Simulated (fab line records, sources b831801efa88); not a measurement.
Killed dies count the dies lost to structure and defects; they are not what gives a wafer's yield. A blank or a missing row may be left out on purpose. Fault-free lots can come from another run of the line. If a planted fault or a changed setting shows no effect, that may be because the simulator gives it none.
Split-lot study -- flow gf180mcu -- on a route of 602 steps: 5 lots, 23 wafers read

== ABOUT THE SPLIT ==
At GF_V5_CMP_04 (polishes SiO2), the setting leave_above_ref_nm was moved away from the recipe's 855 nm on 4 of the 23 wafers read, by -3.7% to -3.4%. This setting was run at the recipe's value on the other wafers.

The reading comes from the split's own step.

== THE READING ==
SiO2_of_V5_CVD_02.thk_nm (the simulator's own value, which no gauge read), in nm, at GF_V5_CMP_04 (polishes SiO2). There is no usual value for it anywhere in the file. Across the 19 wafers here that went through the recipe, the average is 854.2 nm and the standard deviation 1.1 nm.

wafer,"tool, chamber at the split","leave_above_ref_nm as run, nm",against the recipe,"SiO2_of_V5_CVD_02.thk_nm, nm",against lot-mates on the recipe
L076.3,"cmp-01, 3",855,recipe,855.6,-
L076.4,"cmp-01, 2",855,recipe,855,-
L076.6,"cmp-01, 3",855,recipe,854.3,-
L078.1,"cmp-01, 2",825.7,-3.4%,824.4,-29.4
L078.2,"cmp-01, 3",825.7,-3.4%,824.2,-29.6
L078.4,"cmp-01, 0",855,recipe,854.1,-
L078.5,"cmp-01, 1",855,recipe,853.4,-
L078.6,"cmp-01, 2",855,recipe,854,-
L079.1,"cmp-01, 2",855,recipe,853,-
L079.3,"cmp-01, 3",855,recipe,852.9,-
L079.2,"cmp-01, 0",855,recipe,853.7,-
L079.4,"cmp-01, 1",855,recipe,851.9,-
L079.6,"cmp-01, 3",855,recipe,853.1,-
L080.1,"cmp-02, 0",855,recipe,854,-
L080.2,"cmp-02, 2",823.5,-3.7%,821.1,-33.6
L080.4,"cmp-02, 3",855,recipe,853.9,-
L080.5,"cmp-02, 0",855,recipe,856.1,-
L080.6,"cmp-02, 1",823.5,-3.7%,825,-29.7
L083.1,"cmp-01, 0",855,recipe,855.3,-
L083.2,"cmp-01, 1",855,recipe,854.1,-
L083.3,"cmp-01, 2",855,recipe,855.4,-
L083.6,"cmp-01, 0",855,recipe,855.5,-
L083.5,"cmp-01, 1",855,recipe,854.8,-

FIT RESULTS
A straight line over all 23 wafers: SiO2_of_V5_CVD_02.thk_nm changes by +8.58 nm for each +1% of leave_above_ref_nm; r = +1.00; the points scatter about the line by 1.2 nm.
The same after taking each lot's own level away (the mean of its wafers on the recipe; 23 wafers): +8.6 nm for each +1%; r = +1.00; scatter 0.84 nm.
The reading moves by 32 nm for the largest change in leave_above_ref_nm, on that fit.
The lots' own levels span 852.92 to 855.02 nm, that is 2.0 times the standard deviation above.
The two slopes are in agreement: the lot-to-lot level therefore moves the slope only a little.
Check: -31 nm against its lot-mates is what the line predicts for one of the wafers moved furthest among these (-3.7%) when that wafer is left out of the fit. Against them it came out at -33.6 nm.

== FURTHER SPLITS ON THESE WAFERS ==
Before the reading, these wafers also passed through other splits. Each is held against what the fit with the lots' levels taken away leaves over:
other split on the same wafers,wafers away from the commonest value,r with SiO2_of_V5_CVD_02.thk_nm (lot level and that fit taken away)
GF_V3_CVD_02 time_s,10,-0.48
GF_V3_EXPOSE_11 dose_mj,8,+0.13
GF_V3_ETCH_16 bias_w,6,-0.36
GF_V3_SPUTTER_22 chamber_pressure_pa,10,-0.01
GF_V4_CVD_00 sih4_flow_sccm,9,+0.06
GF_V4_SPUTTER_22 chamber_pressure_pa,15,+0.01
GF_MIM_SPUTTER_09 power_w,9,+0.17
GF_MIM_METAL_ETCH_19 icp_w,10,+0.15
GF_M5_METAL_ETCH_10 icp_w,9,-0.21

== FILE'S OWN FIT ==
SiO2_of_V5_CVD_02.thk_nm changes by +8.61 nm for each +1% of leave_above_ref_nm, r = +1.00.
